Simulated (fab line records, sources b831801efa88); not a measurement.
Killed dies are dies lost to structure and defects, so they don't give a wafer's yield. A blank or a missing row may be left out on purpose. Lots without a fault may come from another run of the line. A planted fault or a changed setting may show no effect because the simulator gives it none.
fab line records | flow sky130
record lots=5 wafers=15 last_day=50
route steps=708 shown LDD_N@238 LDD_P@255 LDD_HVN@267 LDD_HVP@278 LDD_LDN@289
lots that met no fault: from a run of the same line without faults
start_h: hours from the record's first day to the start of the lot's first wafer shown | wait_h: hours since the lot's step before | " the same as in the row above | L1.1+2: a row that stands for several wafers | - no value, or no start given | * or withheld: withheld | < > ~ a bound
route shown NAME@n: a module of which the file shows steps, and the number in the route of the first | usual: mean/standard deviation of fault-free wafers | same: alike in all rows | chamber/n: place in a boat | sites: the reading at each site | _std_site: their standard deviation | _edge_site: outer sites' mean less inner sites' | radius_mm: how far each site lies from the wafer's centre | mask NAME#n: copy n | behind: the tool/chamber that last shaped the wafer | hold: why the lot was held/for how many hours/how that ended | device: the transistor (n, p or np) that didn't switch | end of line: the same wafers' tests at the end of the route | a step without rows: its recipe alone | killed: dies lost to structure and defects at the first sort, not the wafer's yield | map: a wafer's dies, x killed, . not, _ none there
set.NAME: the setting as run; set.NAME@STEP: as run at that earlier step | model.NAME: the simulator's own value behind a step, which no gauge read
lots at some steps of the route; a table a step, a row a wafer
services: from which hour (start_h, from the record's first day; less than 0 if before it) a tool's chamber was out of use, for how many hours, and why
## steps
# step SKY_LDD_N_HMDS_01
# recipe prime_time_s=60 prime_temp_c=120
# same prime_time_s=60
# columns lot.wafer tool chamber start_h wait_h
L076.2+4+5 litho_track-02 0 421.94 0.1
L085.1+2+4 litho_track-03 0 510.53 0.1
L089.1+3+5 litho_track-04 0 529.36 0.1
L092.2+4+6 litho_track-02 0 552.44 0.1
L096.1+4+6 litho_track-03 0 571.63 0.1
# step SKY_LDD_N_COAT_02
# recipe resist=NOVOLAK spin_rpm=3000 resist_thk_nm=300
# columns lot.wafer tool chamber start_h wait_h
L076.2+4+5 litho_track-02 0 422.09 0.1
L085.1+2+4 litho_track-03 0 510.68 0.1
L089.1+3+5 litho_track-04 0 529.51 0.1
L092.2+4+6 litho_track-02 0 552.59 0.1
L096.1+4+6 litho_track-03 0 571.78 0.1
# step SKY_LDD_N_SOFTBAKE_03
# recipe temp_c=90 time_s=60 resist=NOVOLAK
# columns lot.wafer tool chamber start_h wait_h
L076.2+4+5 litho_track-02 0 422.24 0.1
L085.1+2+4 litho_track-03 0 510.83 0.1
L089.1+3+5 litho_track-04 0 529.66 0.1
L092.2+4+6 litho_track-02 0 552.74 0.1
L096.1+4+6 litho_track-03 0 571.93 0.1
# step SKY_LDD_N_EXPOSE_04
# recipe mask_id=NTM target_cd_nm=840 na=0.6 source_shape=conventional sigma_outer=0.6 dose_mj=110
# columns lot.wafer tool chamber start_h wait_h mask
L076.2+4+5 iline_stepper-01 0 - - NTM#0
L085.1+2+4 iline_stepper-01 0 - - NTM#0
L089.1+3+5 iline_stepper-01 0 - - NTM#0
L092.2+4+6 iline_stepper-02 0 - - NTM#0
L096.1+4+6 iline_stepper-02 0 - - NTM#0
# step SKY_LDD_N_PEB_05
# recipe temp_c=withheld time_s=* resist=NOVOLAK
# columns lot.wafer tool chamber start_h wait_h
L076.2+4+5 litho_track-03 0 - -
L085.1+2+4 litho_track-02 0 - -
L089.1+3+5 litho_track-03 0 - -
L092.2+4+6 litho_track-04 0 - -
L096.1+4+6 litho_track-04 0 - -
# step SKY_LDD_N_DEVELOP_06
# recipe develop_time_s=60 dev_temp_c=23
# columns lot.wafer tool chamber start_h wait_h
L076.2+4+5 litho_track-03 0 437.36 0.1
L085.1+2+4 litho_track-02 0 526.01 0.1
L089.1+3+5 litho_track-03 0 544.28 0.1
L092.2+4+6 litho_track-04 0 567.38 0.1
L096.1+4+6 litho_track-04 0 586.91 0.1
# step SKY_LDD_N_OVL_MEAS_07
# usual LDD_N_OVL=-0.7/1.2
# columns lot.wafer tool chamber start_h wait_h LDD_N_OVL[nm]
L076.2 overlay-01 - 437.49 0.1 -0.5
L076.4 " - " " -2.5
L076.5 " - " " -0.8
L085.1 overlay-02 - 526.16 0.1 -0.6
L085.2 " - " " 0.4
L085.4 " - " " -0.5
L089.1 overlay-01 - 544.43 0.1 -1.6
L089.3 " - " " -1.4
L089.5 " - " " -1.7
L092.2 overlay-01 - 567.52 0.1 -1.5
L092.4 " - " " -1.7
L092.6 " - " " -1.7
L096.1 overlay-02 - 587.06 0.1 -0.4
L096.4 " - " " -0.9
L096.6 " - " " -1.3
# step SKY_LDD_N_IMPLANT_08
# recipe species=As energy_kev=20 dose_cm2=7.5e+13 tilt_deg=withheld rotation_deg=23
# columns lot.wafer tool chamber start_h wait_h
L076.2+4+5 implanter-01 0 437.54 0.0
L085.1+2+4 implanter-01 0 526.20 0.0
L089.1+3+5 implanter-01 0 544.47 0.0
L092.2+4+6 implanter-04 0 567.57 0.0
L096.1+4+6 implanter-04 0 587.10 0.0
# step SKY_LDD_N_IMPLANT_09
# recipe species=As energy_kev=20 dose_cm2=7.5e+13 tilt_deg=withheld rotation_deg=113
# columns lot.wafer tool chamber start_h wait_h
L076.2+4+5 implanter-01 0 437.69 0.1
L085.1+2+4 implanter-01 0 526.35 0.1
L089.1+3+5 implanter-01 0 544.62 0.1
L092.2+4+6 implanter-04 0 567.72 0.1
L096.1+4+6 implanter-04 0 587.25 0.1
# step SKY_LDD_N_IMPLANT_10
# recipe species=As energy_kev=20 dose_cm2=7.5e+13 tilt_deg=withheld rotation_deg=203
# columns lot.wafer tool chamber start_h wait_h
L076.2+4+5 implanter-01 0 437.84 0.1
L085.1+2+4 implanter-01 0 526.50 0.1
L089.1+3+5 implanter-01 0 544.77 0.1
L092.2+4+6 implanter-04 0 567.87 0.1
L096.1+4+6 implanter-04 0 587.40 0.1
# step SKY_LDD_N_IMPLANT_11
# recipe species=As energy_kev=20 dose_cm2=7.5e+13 tilt_deg=withheld rotation_deg=293
# columns lot.wafer tool chamber start_h wait_h
L076.2+4+5 implanter-01 0 437.99 0.1
L085.1+2+4 implanter-01 0 526.65 0.1
L089.1+3+5 implanter-01 0 544.92 0.1
L092.2+4+6 implanter-04 0 568.02 0.1
L096.1+4+6 implanter-04 0 587.55 0.1
# step SKY_LDD_N_IMPLANT_12
# recipe species=BF2 energy_kev=50 dose_cm2=5e+12 tilt_deg=30 rotation_deg=0
# columns lot.wafer tool chamber start_h wait_h
L076.2+4+5 implanter-01 0 438.14 0.1
L085.1+2+4 implanter-01 0 526.80 0.1
L089.1+3+5 implanter-01 0 545.07 0.1
L092.2+4+6 implanter-04 0 568.17 0.1
L096.1+4+6 implanter-04 0 587.70 0.1
# step SKY_LDD_N_IMPLANT_13
# recipe species=BF2 energy_kev=50 dose_cm2=5e+12 tilt_deg=30 rotation_deg=90
# columns lot.wafer tool chamber start_h wait_h
L076.2+4+5 implanter-01 0 438.29 0.1
L085.1+2+4 implanter-01 0 526.95 0.1
L089.1+3+5 implanter-01 0 545.22 0.1
L092.2+4+6 implanter-04 0 568.32 0.1
L096.1+4+6 implanter-04 0 587.85 0.1
# step SKY_LDD_N_IMPLANT_14
# recipe species=BF2 energy_kev=50 dose_cm2=5e+12 tilt_deg=30 rotation_deg=180
# columns lot.wafer tool chamber start_h wait_h
L076.2+4+5 implanter-01 0 438.44 0.1
L085.1+2+4 implanter-01 0 527.10 0.1
L089.1+3+5 implanter-01 0 545.37 0.1
L092.2+4+6 implanter-04 0 568.47 0.1
L096.1+4+6 implanter-04 0 588.00 0.1
# step SKY_LDD_N_IMPLANT_15
# recipe species=BF2 energy_kev=50 dose_cm2=5e+12 tilt_deg=30 rotation_deg=270
# columns lot.wafer tool chamber start_h wait_h
L076.2+4+5 implanter-01 0 438.59 0.1
L085.1+2+4 implanter-01 0 527.25 0.1
L089.1+3+5 implanter-01 0 545.52 0.1
L092.2+4+6 implanter-04 0 568.62 0.1
L096.1+4+6 implanter-04 0 588.15 0.1
# step SKY_LDD_N_STRIP_16
# recipe chemistry=O2/N2 power_w=1400 pressure_mtorr=1500 platen_temp_c=withheld o2_flow_sccm=3000 n2_flow_sccm=300 overash_fraction=0.5
# usual drypump_motor_current_A=5.6/0.43 oes_product_au=0.406/0.0046 strip_time_to_endpoint_s=4.316/0.016
# columns lot.wafer tool chamber start_h wait_h drypump_motor_current_A oes_product_au rf_hours_counter_h strip_time_to_endpoint_s
L076.2 plasma_asher-01 0 438.72 0.1 5.4 0.405 33 4.335
L076.4 " 0 " " 5.4 0.411 - 4.314
L076.5 " 1 " " 5.3 0.409 - 4.335
L085.1 plasma_asher-02 1 527.40 0.1 5.3 0.406 82 4.342
L085.2 " 0 " " 6.4 0.398 82 4.321
L085.4 " 1 " " 5.4 0.402 - 4.324
L089.1 plasma_asher-02 1 545.67 0.1 5.4 0.400 84 4.308
L089.3 " 0 " " 6.3 0.405 - 4.290
L089.5 " 0 " " 6.3 0.401 - 4.292
L092.2 plasma_asher-02 0 568.75 0.1 6.4 0.400 87 4.303
L092.4 " 1 " " 5.4 0.406 - 4.326
L092.6 " 0 " " 6.4 0.406 - 4.318
L096.1 plasma_asher-02 0 588.30 0.1 6.4 0.412 89 4.331
L096.4 " 0 " " 6.4 0.406 - 4.339
L096.6 " 0 " " 6.4 0.405 - 4.317
# step SKY_LDD_N_TW_MEAS_17
# usual LDD_N_TW=2549/15
# columns lot.wafer tool chamber start_h wait_h LDD_N_TW
L076.2 film_metro-02 - 438.83 0.1 2523
L076.4 " - " " 2520
L076.5 " - " " 2534
L085.1 film_metro-03 - 527.50 0.1 2539
L085.2 " - " " 2527
L085.4 " - " " 2541
L089.1 film_metro-04 - 545.77 0.1 2558
L089.3 " - " " 2566
L089.5 " - " " 2557
L092.2 film_metro-03 - 568.86 0.1 2551
L092.4 " - " " 2542
L092.6 " - " " 2544
L096.1 film_metro-02 - 588.40 0.1 2553
L096.4 " - " " 2537
L096.6 " - " " 2541
# step SKY_LDD_P_DEHYDRATE_00
# recipe temp_c=200 time_s=60
# columns lot.wafer tool chamber start_h wait_h
L076.2+4+5 litho_track-03 0 453.91 15.1
L085.1+2+4 litho_track-03 0 541.73 14.2
L089.1+3+5 litho_track-04 0 560.11 14.3
L092.2+4+6 litho_track-03 0 583.51 14.6
L096.1+4+6 litho_track-01 0 602.43 14.0
# step SKY_LDD_P_HMDS_01
# recipe prime_time_s=60 prime_temp_c=120
# same prime_time_s=60
# columns lot.wafer tool chamber start_h wait_h
L076.2+4+5 litho_track-03 0 454.06 0.1
L085.1+2+4 litho_track-03 0 541.88 0.1
L089.1+3+5 litho_track-04 0 560.26 0.1
L092.2+4+6 litho_track-03 0 583.66 0.1
L096.1+4+6 litho_track-01 0 602.58 0.1
# step SKY_LDD_P_COAT_02
# recipe resist=NOVOLAK spin_rpm=3000 resist_thk_nm=1140
# columns lot.wafer tool chamber start_h wait_h
L076.2+4+5 litho_track-03 0 454.21 0.1
L085.1+2+4 litho_track-03 0 542.03 0.1
L089.1+3+5 litho_track-04 0 560.41 0.1
L092.2+4+6 litho_track-03 0 583.81 0.1
L096.1+4+6 litho_track-01 0 602.73 0.1
# step SKY_LDD_P_SOFTBAKE_03
# recipe temp_c=90 time_s=60 resist=NOVOLAK
# columns lot.wafer tool chamber start_h wait_h
L076.2+4+5 litho_track-03 0 454.36 0.1
L085.1+2+4 litho_track-03 0 542.18 0.1
L089.1+3+5 litho_track-04 0 560.56 0.1
L092.2+4+6 litho_track-03 0 583.96 0.1
L096.1+4+6 litho_track-01 0 602.88 0.1
# step SKY_LDD_P_EXPOSE_04
# recipe mask_id=PSDM na=0.6 source_shape=conventional sigma_outer=0.6 polarization=unpolarized target_cd_nm=380 dose_mj=138
# columns lot.wafer tool chamber start_h wait_h mask
L076.2+4+5 iline_stepper-02 0 - - PSDM#0
L085.1+2+4 iline_stepper-02 0 - - PSDM#0
L089.1+3+5 iline_stepper-02 0 - - PSDM#0
L092.2+4+6 iline_stepper-01 0 - - PSDM#0
L096.1+4+6 iline_stepper-02 0 - - PSDM#0
# step SKY_LDD_P_PEB_05
# recipe temp_c=withheld time_s=* resist=NOVOLAK
# columns lot.wafer tool chamber start_h wait_h
L076.2+4+5 litho_track-04 0 - -
L085.1+2+4 litho_track-04 0 - -
L089.1+3+5 litho_track-04 0 - -
L092.2+4+6 litho_track-03 0 - -
L096.1+4+6 litho_track-04 0 - -
# step SKY_LDD_P_DEVELOP_06
# recipe resist=NOVOLAK developer=TMAH develop_time_s=60 dev_temp_c=23
# columns lot.wafer tool chamber start_h wait_h
L076.2+4+5 litho_track-04 0 469.14 0.1
L085.1+2+4 litho_track-04 0 557.01 0.1
L089.1+3+5 litho_track-04 0 575.26 0.1
L092.2+4+6 litho_track-03 0 598.06 0.1
L096.1+4+6 litho_track-04 0 617.41 0.1
# step SKY_LDD_P_CD_MEAS_07
# recipe target_cd_nm=380
# usual cd_nm=380.4/2.1
# columns lot.wafer tool chamber start_h wait_h cd_nm
L076.2 cd_sem-01 - 469.28 0.1 381.7
L076.4 " - " " 380.8
L076.5 " - " " 380.8
L085.1 cd_sem-02 - 557.16 0.1 381.2
L085.2 " - " " 382.1
L085.4 " - " " 380.9
L089.1 cd_sem-02 - 575.41 0.1 382.2
L089.3 " - " " 381.7
L089.5 " - " " 379.4
L092.2 cd_sem-01 - 598.20 0.1 383.6
L092.4 " - " " 380.3
L092.6 " - " " 379.9
L096.1 cd_sem-01 - 617.56 0.1 380.6
L096.4 " - " " 378.8
L096.6 " - " " 379.7
# step SKY_LDD_P_OVL_MEAS_08
# usual LDD_P_OVL=-0.3/1.3
# columns lot.wafer tool chamber start_h wait_h LDD_P_OVL[nm]
L076.2 overlay-01 - 469.39 0.1 -2.4
L076.4 " - " " 0.1
L076.5 " - " " -1.1
L085.1 overlay-02 - 557.28 0.1 -0.3
L085.2 " - " " 0.0
L085.4 " - " " 0.3
L089.1 overlay-01 - 575.53 0.1 -2.1
L089.3 " - " " -2.1
L089.5 " - " " -2.5
L092.2 overlay-02 - 598.31 0.1 0.3
L092.4 " - " " 0.1
L092.6 " - " " 0.3
L096.1 overlay-02 - 617.68 0.1 1.0
L096.4 " - " " 0.6
L096.6 " - " " 3.2
# step SKY_LDD_P_IMPLANT_09
# recipe species=BF2 energy_kev=25 dose_cm2=1e+13 tilt_deg=withheld
# columns lot.wafer tool chamber start_h wait_h
L076.2+4+5 implanter-02 0 469.44 0.0
L085.1+2+4 implanter-01 0 557.32 0.0
L089.1+3+5 implanter-03 0 575.57 0.0
L092.2+4+6 implanter-01 0 598.36 0.0
L096.1+4+6 implanter-01 0 617.72 0.0
# step SKY_LDD_P_STRIP_10
# recipe chemistry=O2/N2 power_w=1400 pressure_mtorr=1500 platen_temp_c=withheld o2_flow_sccm=3000 n2_flow_sccm=300 overash_fraction=0.5
# usual drypump_motor_current_A=5.6/0.4 oes_product_au=0.716/0.0047 strip_time_to_endpoint_s=14.18/0.042
# columns lot.wafer tool chamber start_h wait_h drypump_motor_current_A oes_product_au rf_hours_counter_h strip_time_to_endpoint_s
L076.2 plasma_asher-02 0 469.57 0.1 6.4 0.717 77 14.14
L076.4 " 1 " " 5.4 0.715 - 14.16
L076.5 " 0 " " 6.4 0.707 - 14.19
L085.1 plasma_asher-03 1 557.47 0.1 5.4 0.708 13 14.25
L085.2 " 0 " " 5.3 0.705 13 14.17
L085.4 " 0 " " 5.3 0.706 - 14.23
L089.1 plasma_asher-03 1 575.72 0.1 5.4 0.716 15 14.12
L089.3 " 0 " " 5.3 0.712 - 14.17
L089.5 " 0 " " 5.3 0.713 - 14.16
L092.2 plasma_asher-02 1 598.49 0.1 5.4 0.714 90 14.23
L092.4 " 0 " " 6.4 0.716 - 14.25
L092.6 " 0 " " 6.3 0.722 - 14.21
L096.1 plasma_asher-03 0 617.87 0.1 5.3 0.710 19 14.24
L096.4 " 1 " " 5.4 0.708 - 14.23
L096.6 " 1 " " 5.4 0.715 - 14.24
# step SKY_LDD_P_TW_MEAS_11
# usual LDD_P_TW=628/3.6
# columns lot.wafer tool chamber start_h wait_h LDD_P_TW
L076.2 film_metro-01 - 469.68 0.1 621
L076.4 " - " " 625
L076.5 " - " " 626
L085.1 film_metro-03 - 557.57 0.1 629
L085.2 " - " " 626
L085.4 " - " " 625
L089.1 film_metro-01 - 575.82 0.1 630
L089.3 " - " " 629
L089.5 " - " " 623
L092.2 film_metro-04 - 598.60 0.1 630
L092.4 " - " " 633
L092.6 " - " " 626
L096.1 film_metro-03 - 617.97 0.1 623
L096.4 " - " " 626
L096.6 " - " " 628
# step SKY_LDD_HVN_DEHYDRATE_00
# recipe temp_c=200 time_s=60
# columns lot.wafer tool chamber start_h wait_h
L076.2+4+5 litho_track-02 0 484.09 14.4
L085.1+2+4 litho_track-01 0 571.58 14.0
L089.1+3+5 litho_track-01 0 590.48 14.7
L092.2+4+6 litho_track-01 0 612.86 14.2
L096.1+4+6 litho_track-01 0 631.03 13.1
# step SKY_LDD_HVN_HMDS_01
# recipe prime_time_s=60 prime_temp_c=120
# same prime_time_s=60
# columns lot.wafer tool chamber start_h wait_h
L076.2+4+5 litho_track-02 0 484.24 0.1
L085.1+2+4 litho_track-01 0 571.73 0.1
L089.1+3+5 litho_track-01 0 590.63 0.1
L092.2+4+6 litho_track-01 0 613.01 0.1
L096.1+4+6 litho_track-01 0 631.18 0.1
# step SKY_LDD_HVN_COAT_02
# recipe resist=NOVOLAK spin_rpm=3000 resist_thk_nm=300
# columns lot.wafer tool chamber start_h wait_h
L076.2+4+5 litho_track-02 0 484.39 0.1
L085.1+2+4 litho_track-01 0 571.88 0.1
L089.1+3+5 litho_track-01 0 590.78 0.1
L092.2+4+6 litho_track-01 0 613.16 0.1
L096.1+4+6 litho_track-01 0 631.33 0.1
# step SKY_LDD_HVN_SOFTBAKE_03
# recipe temp_c=90 time_s=60 resist=NOVOLAK
# columns lot.wafer tool chamber start_h wait_h
L076.2+4+5 litho_track-02 0 484.54 0.1
L085.1+2+4 litho_track-01 0 572.03 0.1
L089.1+3+5 litho_track-01 0 590.93 0.1
L092.2+4+6 litho_track-01 0 613.31 0.1
L096.1+4+6 litho_track-01 0 631.48 0.1
# step SKY_LDD_HVN_EXPOSE_04
# recipe mask_id=HVNTM na=0.6 source_shape=conventional sigma_outer=0.6 polarization=unpolarized target_cd_nm=700 dose_mj=127
# columns lot.wafer tool chamber start_h wait_h mask
L076.2+4+5 iline_stepper-01 0 - - HVNTM#0
L085.1+2+4 iline_stepper-01 0 - - HVNTM#0
L089.1+3+5 iline_stepper-01 0 - - HVNTM#0
L092.2+4+6 iline_stepper-01 0 - - HVNTM#0
L096.1+4+6 iline_stepper-02 0 - - HVNTM#0
# step SKY_LDD_HVN_PEB_05
# recipe temp_c=withheld time_s=* resist=NOVOLAK
# columns lot.wafer tool chamber start_h wait_h
L076.2+4+5 litho_track-02 0 - -
L085.1+2+4 litho_track-03 0 - -
L089.1+3+5 litho_track-03 0 - -
L092.2+4+6 litho_track-01 0 - -
L096.1+4+6 litho_track-03 0 - -
# step SKY_LDD_HVN_DEVELOP_06
# recipe resist=NOVOLAK developer=TMAH develop_time_s=60 dev_temp_c=23
# columns lot.wafer tool chamber start_h wait_h
L076.2+4+5 litho_track-02 0 499.29 0.1
L085.1+2+4 litho_track-03 0 586.73 0.1
L089.1+3+5 litho_track-03 0 605.33 0.1
L092.2+4+6 litho_track-01 0 627.41 0.1
L096.1+4+6 litho_track-03 0 645.53 0.1
# step SKY_LDD_HVN_OVL_MEAS_07
# usual LDD_HVN_OVL=1.0/1.7
# columns lot.wafer tool chamber start_h wait_h LDD_HVN_OVL[nm]
L076.2 overlay-02 - 499.42 0.1 1.7
L076.4 " - " " 1.7
L076.5 " - " " 1.2
L085.1 overlay-02 - 586.88 0.1 1.2
L085.2 " - " " 3.5
L085.4 " - " " 4.1
L089.1 overlay-02 - 605.48 0.1 5.1
L089.3 " - " " 5.6
L089.5 " - " " 5.1
L092.2 overlay-02 - 627.54 0.1 -0.1
L092.4 " - " " 2.0
L092.6 " - " " 1.1
L096.1 overlay-02 - 645.68 0.1 -1.8
L096.4 " - " " 0.2
L096.6 " - " " 0.2
# step SKY_LDD_HVN_IMPLANT_08
# recipe species=P energy_kev=60 dose_cm2=3e+13 tilt_deg=40
# columns lot.wafer tool chamber start_h wait_h
L076.2+4+5 implanter-03 0 499.48 0.0
L085.1+2+4 implanter-02 0 586.92 0.0
L089.1+3+5 implanter-03 0 605.52 0.0
L092.2+4+6 implanter-04 0 627.59 0.0
L096.1+4+6 implanter-03 0 645.72 0.0
# step SKY_LDD_HVN_STRIP_09
# recipe chemistry=O2/N2 power_w=1400 pressure_mtorr=1500 platen_temp_c=withheld o2_flow_sccm=3000 n2_flow_sccm=300 overash_fraction=0.5
# usual drypump_motor_current_A=5.44/0.18 oes_product_au=0.409/0.0047 strip_time_to_endpoint_s=4.137/0.014
# columns lot.wafer tool chamber start_h wait_h drypump_motor_current_A oes_product_au rf_hours_counter_h strip_time_to_endpoint_s
L076.2 plasma_asher-04 1 499.60 0.1 5.79 0.410 68 4.135
L076.4 " 1 " " 5.81 0.403 - 4.143
L076.5 " 1 " " 5.77 0.415 - 4.147
L085.1 plasma_asher-04 0 587.07 0.1 5.44 0.403 75 4.146
L085.2 " 1 " " 5.82 0.405 75 4.119
L085.4 " 1 " " 5.81 0.403 - 4.134
L089.1 plasma_asher-03 1 605.67 0.1 5.41 0.408 18 4.156
L089.3 " 0 " " 5.34 0.411 - 4.131
L089.5 " 1 " " 5.38 0.402 - 4.124
L092.2 plasma_asher-03 0 627.72 0.1 5.23 0.416 20 4.167
L092.4 " 1 " " 5.37 0.401 - 4.142
L092.6 " 1 " " 5.38 0.403 - 4.144
L096.1 plasma_asher-03 0 645.87 0.1 5.29 0.414 21 4.124
L096.4 " 0 " " 5.27 0.411 - 4.135
L096.6 " 0 " " 5.27 0.411 - 4.145
# step SKY_LDD_HVN_TW_MEAS_10
# usual LDD_HVN_TW=1418/7.5
# columns lot.wafer tool chamber start_h wait_h LDD_HVN_TW
L076.2 film_metro-04 - 499.71 0.1 1417
L076.4 " - " " 1428
L076.5 " - " " 1421
L085.1 film_metro-04 - 587.17 0.1 1419
L085.2 " - " " 1412
L085.4 " - " " 1417
L089.1 film_metro-01 - 605.77 0.1 1420
L089.3 " - " " 1418
L089.5 " - " " 1430
L092.2 film_metro-01 - 627.83 0.1 1415
L092.4 " - " " 1419
L092.6 " - " " 1418
L096.1 film_metro-01 - 645.97 0.1 1414
L096.4 " - " " 1422
L096.6 " - " " 1411
# step SKY_LDD_HVP_DEHYDRATE_00
# recipe temp_c=200 time_s=60
# columns lot.wafer tool chamber start_h wait_h
L076.2+4+5 litho_track-04 0 514.18 14.5
L085.1+2+4 litho_track-04 0 600.46 13.3
L089.1+3+5 litho_track-02 0 619.16 13.4
L092.2+4+6 litho_track-02 0 642.39 14.6
L096.1+4+6 litho_track-02 0 658.86 12.9
# step SKY_LDD_HVP_HMDS_01
# recipe prime_time_s=60 prime_temp_c=120
# same prime_time_s=60
# columns lot.wafer tool chamber start_h wait_h
L076.2+4+5 litho_track-04 0 514.33 0.1
L085.1+2+4 litho_track-04 0 600.61 0.1
L089.1+3+5 litho_track-02 0 619.31 0.1
L092.2+4+6 litho_track-02 0 642.54 0.1
L096.1+4+6 litho_track-02 0 659.01 0.1
# step SKY_LDD_HVP_COAT_02
# recipe resist=NOVOLAK spin_rpm=3000 resist_thk_nm=300
# columns lot.wafer tool chamber start_h wait_h
L076.2+4+5 litho_track-04 0 514.48 0.1
L085.1+2+4 litho_track-04 0 600.76 0.1
L089.1+3+5 litho_track-02 0 619.46 0.1
L092.2+4+6 litho_track-02 0 642.69 0.1
L096.1+4+6 litho_track-02 0 659.16 0.1
# step SKY_LDD_HVP_SOFTBAKE_03
# recipe temp_c=90 time_s=60 resist=NOVOLAK
# columns lot.wafer tool chamber start_h wait_h
L076.2+4+5 litho_track-04 0 514.63 0.1
L085.1+2+4 litho_track-04 0 600.91 0.1
L089.1+3+5 litho_track-02 0 619.61 0.1
L092.2+4+6 litho_track-02 0 642.84 0.1
L096.1+4+6 litho_track-02 0 659.31 0.1
# step SKY_LDD_HVP_EXPOSE_04
# recipe mask_id=HVPTM na=0.6 source_shape=conventional sigma_outer=0.6 polarization=unpolarized target_cd_nm=700 dose_mj=86
# columns lot.wafer tool chamber start_h wait_h mask
L076.2+4+5 iline_stepper-02 0 - - HVPTM#0
L085.1+2+4 iline_stepper-01 0 - - HVPTM#0
L089.1+3+5 iline_stepper-02 0 - - HVPTM#0
L092.2+4+6 iline_stepper-02 0 - - HVPTM#0
L096.1+4+6 iline_stepper-01 0 - - HVPTM#0
# step SKY_LDD_HVP_PEB_05
# recipe temp_c=withheld time_s=* resist=NOVOLAK
# columns lot.wafer tool chamber start_h wait_h
L076.2+4+5 litho_track-02 0 - -
L085.1+2+4 litho_track-04 0 - -
L089.1+3+5 litho_track-02 0 - -
L092.2+4+6 litho_track-02 0 - -
L096.1+4+6 litho_track-04 0 - -
# step SKY_LDD_HVP_DEVELOP_06
# recipe resist=NOVOLAK developer=TMAH develop_time_s=60 dev_temp_c=23
# columns lot.wafer tool chamber start_h wait_h
L076.2+4+5 litho_track-02 0 529.44 0.1
L085.1+2+4 litho_track-04 0 615.11 0.1
L089.1+3+5 litho_track-02 0 633.56 0.1
L092.2+4+6 litho_track-02 0 656.64 0.1
L096.1+4+6 litho_track-04 0 673.61 0.1
# step SKY_LDD_HVP_OVL_MEAS_07
# usual LDD_HVP_OVL=0.4/1.3
# columns lot.wafer tool chamber start_h wait_h LDD_HVP_OVL[nm]
L076.2 overlay-02 - 529.57 0.1 2.1
L076.4 " - " " 1.3
L076.5 " - " " 1.0
L085.1 overlay-02 - 615.26 0.1 -1.2
L085.2 " - " " 0.5
L085.4 " - " " 0.6
L089.1 overlay-01 - 633.71 0.1 1.3
L089.3 " - " " 2.2
L089.5 " - " " 0.4
L092.2 overlay-01 - 656.77 0.1 2.0
L092.4 " - " " 0.2
L092.6 " - " " 0.0
L096.1 overlay-02 - 673.76 0.1 -1.7
L096.4 " - " " 0.6
L096.6 " - " " 0.5
# step SKY_LDD_HVP_IMPLANT_08
# recipe species=B energy_kev=20 dose_cm2=1.7e+13 tilt_deg=17.9
# columns lot.wafer tool chamber start_h wait_h
L076.2+4+5 implanter-04 0 529.63 0.0
L085.1+2+4 implanter-04 0 615.30 0.0
L089.1+3+5 implanter-01 0 633.75 0.0
L092.2+4+6 implanter-04 0 656.83 0.0
L096.1+4+6 implanter-04 0 673.80 0.0
# step SKY_LDD_HVP_STRIP_09
# recipe chemistry=O2/N2 power_w=1400 pressure_mtorr=1500 platen_temp_c=withheld o2_flow_sccm=3000 n2_flow_sccm=300 overash_fraction=0.5
# usual drypump_motor_current_A=5.6/0.37 oes_product_au=0.409/0.0044 strip_time_to_endpoint_s=4.137/0.015
# columns lot.wafer tool chamber start_h wait_h drypump_motor_current_A oes_product_au rf_hours_counter_h strip_time_to_endpoint_s
L076.2 plasma_asher-02 1 529.75 0.1 5.4 0.415 83 4.136
L076.4 " 0 " " 6.3 0.408 - 4.140
L076.5 " 1 " " 5.4 0.405 - 4.139
L085.1 plasma_asher-01 0 615.45 0.1 5.4 0.407 51 4.129
L085.2 " 1 " " 5.3 0.402 51 4.138
L085.4 " 1 " " 5.3 0.401 - 4.137
L089.1 plasma_asher-02 1 633.90 0.1 5.4 0.409 93 4.128
L089.3 " 1 " " 5.4 0.409 - 4.128
L089.5 " 1 " " 5.4 0.411 - 4.129
L092.2 plasma_asher-04 1 656.95 0.1 5.8 0.404 82 4.160
L092.4 " 1 " " 5.8 0.406 - 4.140
L092.6 " 1 " " 5.8 0.411 - 4.138
L096.1 plasma_asher-01 1 673.95 0.1 5.3 0.408 56 4.139
L096.4 " 0 " " 5.4 0.404 - 4.154
L096.6 " 0 " " 5.4 0.411 - 4.150
# step SKY_LDD_HVP_TW_MEAS_10
# usual LDD_HVP_TW=449.8/2.2
# columns lot.wafer tool chamber start_h wait_h LDD_HVP_TW
L076.2 film_metro-02 - 529.86 0.1 448.0
L076.4 " - " " 447.6
L076.5 " - " " 446.8
L085.1 film_metro-01 - 615.55 0.1 453.4
L085.2 " - " " 454.1
L085.4 " - " " 451.8
L089.1 film_metro-03 - 634.00 0.1 449.9
L089.3 " - " " 452.7
L089.5 " - " " 451.3
L092.2 film_metro-03 - 657.06 0.1 450.7
L092.4 " - " " 452.0
L092.6 " - " " 449.7
L096.1 film_metro-03 - 674.05 0.1 451.3
L096.4 " - " " 452.9
L096.6 " - " " 453.5
# step SKY_LDD_LDN_DEHYDRATE_00
# recipe temp_c=200 time_s=60
# columns lot.wafer tool chamber start_h wait_h
L076.2+4+5 litho_track-03 0 543.56 13.7
L085.1+2+4 litho_track-02 0 629.16 13.6
L089.1+3+5 litho_track-04 0 648.11 14.1
L092.2+4+6 litho_track-03 0 670.86 13.8
L096.1+4+6 litho_track-02 0 687.66 13.6
## services
# columns tool chamber start_h hours kind
implanter-04 - 406.27 2.0 repair
iline_stepper-01 - 407.89 1.0 repair
implanter-01 - 414.48 3.8 pm
implanter-01 - 418.27 2.4 pm
implanter-01 - 423.06 1.7 repair
implanter-01 - 427.46 1.3 repair
implanter-04 - 428.79 6.7 pm
implanter-01 - 430.64 2.3 repair
plasma_asher-02 - 439.92 2.3 repair
iline_stepper-02 - 458.12 1.7 pm
iline_stepper-01 - 462.71 5.8 repair
iline_stepper-02 - 466.06 8.8 repair
implanter-01 - 476.01 5.0 repair
implanter-01 - 479.05 2.5 repair
iline_stepper-02 - 505.05 4.4 pm
implanter-01 - 540.49 3.9 repair
iline_stepper-01 - 584.94 1.7 pm
iline_stepper-02 - 586.52 0.7 repair
implanter-04 - 599.37 2.7 pm
implanter-04 - 619.55 1.3 repair
iline_stepper-01 - 667.81 11.3 repair
iline_stepper-02 - 679.15 1.7 pm
iline_stepper-01 - 681.64 5.1 repair
implanter-04 - 685.81 2.6 repair
## key
fault none
